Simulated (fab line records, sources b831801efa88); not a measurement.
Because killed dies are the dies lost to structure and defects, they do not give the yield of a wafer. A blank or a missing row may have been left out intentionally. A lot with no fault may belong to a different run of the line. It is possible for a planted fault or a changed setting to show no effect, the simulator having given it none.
What tool caused it? + flow gf180mcu + 13 lots with 39 wafers sampled at 4 steps, on a route of 602 steps

== WHAT THE GAUGES READ, wafer by wafer ==
GF_V5_THK_MEAS_01.
| lot  | measured     | on           | V5_CVD_00_THK (nm) |
|------|--------------|--------------|--------------------|
| L239 | day 27 05:53 | filmMetro-04 | 304.5 301.1 298.8  |
| L240 | day 27 12:16 | filmMetro-03 | 298.3 300.3 299.0  |
| L241 | day 27 21:40 | filmMetro-02 | 299.3 299.4 301.6  |
| L242 | day 28 05:08 | filmMetro-04 | 299.7 300.5 306.2  |
| L243 | day 28 11:20 | filmMetro-04 | 304.1 304.0 303.0  |
| L245 | day 29 06:47 | filmMetro-02 | 304.2 301.1 306.2  |
| L246 | day 29 15:01 | filmMetro-04 | 302.1 296.9 297.2  |
| L253 | day 31 12:28 | filmMetro-04 | 300.7 299.7 302.5  |
| L254 | day 31 18:05 | filmMetro-02 | 304.9 301.6 299.6  |
| L255 | day 31 20:22 | filmMetro-03 | 297.4 299.7 298.5  |
| L257 | day 32 08:46 | filmMetro-02 | 300.9 299.3 300.8  |
| L259 | day 32 22:14 | filmMetro-03 | 298.5 295.8 300.8  |
| L260 | day 33 03:47 | filmMetro-02 | 297.9 296.2 298.7  |

GF_TOP_METAL_RS_MEAS_05: a four-point-probe measurement.
| lot  | measured     | on           | TOP_METAL_ALCU_RS (ohm/sq) |
|------|--------------|--------------|----------------------------|
| L239 | day 28 04:24 | filmMetro-01 | 0.03315 0.03325 0.03336    |
| L240 | day 28 10:09 | filmMetro-02 | 0.03236 0.03233 0.03228    |
| L241 | day 28 19:24 | filmMetro-01 | 0.03291 0.0329 0.03267     |
| L242 | day 29 02:51 | filmMetro-02 | 0.03294 0.03296 0.03299    |
| L243 | day 29 09:23 | filmMetro-02 | 0.03275 0.03287 0.03271    |
| L245 | day 30 04:32 | filmMetro-02 | 0.03275 0.03301 0.03294    |
| L246 | day 30 11:47 | filmMetro-01 | 0.0329 0.03294 0.03284     |
| L253 | day 32 08:20 | filmMetro-02 | 0.03313 0.03332 0.03305    |
| L254 | day 32 12:22 | filmMetro-01 | 0.03223 0.03251 0.03211    |
| L255 | day 32 15:48 | filmMetro-01 | 0.03252 0.03249 0.03258    |
| L257 | day 33 04:03 | filmMetro-03 | 0.0324 0.0326 0.03238      |
| L259 | day 33 16:19 | filmMetro-01 | 0.03235 0.03232 0.03237    |
| L260 | day 33 22:08 | filmMetro-03 | 0.03241 0.0322 0.03222     |

== WHICH TOOL RAN EACH LOT (tool, then ch and the chambers of the sampled wafers, then the start) ==
| lot  | GF_V1_STRIP_18                      | GF_V5_ETCH_17                                |
|------|-------------------------------------|----------------------------------------------|
| L239 | plasmaAsher-02 ch 0,1, day 19 02:32 | rieDiel-04 ch 0,3, day 28 04:24 or earlier   |
| L240 | plasmaAsher-02 ch 0,1, day 19 10:26 | rieDiel-02 ch 0,1,2, day 28 10:09 or earlier |
| L241 | plasmaAsher-02 ch 0,1, day 19 22:28 | rieDiel-04 ch 0,1, day 28 19:24 or earlier   |
| L242 | plasmaAsher-04 ch 0,1, day 20 07:01 | rieDiel-02 ch 0,1,3, day 29 02:51 or earlier |
| L243 | plasmaAsher-02 ch 0,1, day 20 13:02 | rieDiel-04 ch 0,2, day 29 09:23 or earlier   |
| L245 | plasmaAsher-02 ch 0,1, day 21 13:59 | rieDiel-04 ch 0,2,3, day 30 04:32 or earlier |
| L246 | plasmaAsher-02 ch 0,1, day 22 01:13 | rieDiel-04 ch 0,2,3, day 30 11:47 or earlier |
| L253 | plasmaAsher-01 ch 0,1, day 24 08:59 | rieDiel-03 ch 0,2,3, day 32 08:20 or earlier |
| L254 | plasmaAsher-01 ch 0,1, day 24 16:11 | rieDiel-03 ch 0,3, day 32 12:22 or earlier   |
| L255 | plasmaAsher-02 ch 0,1, day 24 19:31 | rieDiel-02 ch 0,2,3, day 32 15:48 or earlier |
| L257 | plasmaAsher-01 ch 0,1, day 25 10:55 | rieDiel-02 ch 0,3, day 33 04:03 or earlier   |
| L259 | plasmaAsher-02 ch 0,1, day 26 01:52 | rieDiel-02 ch 1,3, day 33 16:19 or earlier   |
| L260 | plasmaAsher-01 ch 0,1, day 26 10:02 | rieDiel-04 ch 0,1,3, day 33 22:08 or earlier |
- GF_V1_STRIP_18: strips in O2/N2.
- GF_V5_ETCH_17: etches SiO2 in C4F8/O2/Ar, stops on TiN, target depth 855 nm.

== AS READ BY THE TOOLS THEMSELVES (means over the sampled wafers that have a number; for cases with no such wafer, the mark the record gives instead) ==
GF_V1_STRIP_18.
| lot  | tool           | drypumpMotorCurrentA (A) | heaterPowerW (W) | oesProductAu (a.u.) |
|------|----------------|--------------------------|------------------|---------------------|
| L239 | plasmaAsher-02 | 6.1                      | 330              | 0.590               |
| L240 | plasmaAsher-02 | 6.1                      | 352              | 0.591               |
| L241 | plasmaAsher-02 | 6.2                      | 353              | 0.591               |
| L242 | plasmaAsher-04 | 5.5                      | 312              | 0.593               |
| L243 | plasmaAsher-02 | 6.1                      | 333              | 0.593               |
| L245 | plasmaAsher-02 | 6.1                      | 352              | 0.593               |
| L246 | plasmaAsher-02 | 6.1                      | 352              | 0.596               |
| L253 | plasmaAsher-01 | 6.7                      | 302              | 0.594               |
| L254 | plasmaAsher-01 | 6.6                      | 303              | 0.594               |
| L255 | plasmaAsher-02 | 6.1                      | 353              | 0.597               |
| L257 | plasmaAsher-01 | 6.6                      | 308              | 0.593               |
| L259 | plasmaAsher-02 | 6.1                      | 333              | 0.593               |
| L260 | plasmaAsher-01 | 6.7                      | 308              | 0.586               |

GF_V5_ETCH_17.
| lot  | tool       | oesProductAu (a.u.) |
|------|------------|---------------------|
| L239 | rieDiel-04 | 0.859               |
| L240 | rieDiel-02 | 0.861               |
| L241 | rieDiel-04 | 0.859               |
| L242 | rieDiel-02 | 0.859               |
| L243 | rieDiel-04 | 0.863               |
| L245 | rieDiel-04 | 0.857               |
| L246 | rieDiel-04 | 0.860               |
| L253 | rieDiel-03 | 0.858               |
| L254 | rieDiel-03 | 0.859               |
| L255 | rieDiel-02 | 0.861               |
| L257 | rieDiel-02 | 0.859               |
| L259 | rieDiel-02 | 0.862               |
| L260 | rieDiel-04 | 0.859               |

== THE ANSWER, worked out from the rows above alone ==
Rule: the usual values come from the lots themselves. Put in order of their means at a reading, lots are off if they are a third of the lots or fewer, leave a main group of 4 or more, and stand apart from it by a gap of 3 or more times the standard deviation of the main group's means; of several such gaps the widest counts. The tables above print the reading to a certain number of digits; a main group whose means all agree to those digits is not used. Also off: a lot with no number at a reading for which 4 or more lots have one. All remaining lots with rows at the step are treated as sound. After the gauges, taken in route order, come the tools' own readings; for these a lot's mean is taken, as printed above. At the first step where some lot is off, the reading lying furthest off is the one used; lots without a number count as furthest.
No lot is off on any of the readings shown, so nothing can be concluded from this.

== WHAT THE SIMULATOR HAD INSERTED ==
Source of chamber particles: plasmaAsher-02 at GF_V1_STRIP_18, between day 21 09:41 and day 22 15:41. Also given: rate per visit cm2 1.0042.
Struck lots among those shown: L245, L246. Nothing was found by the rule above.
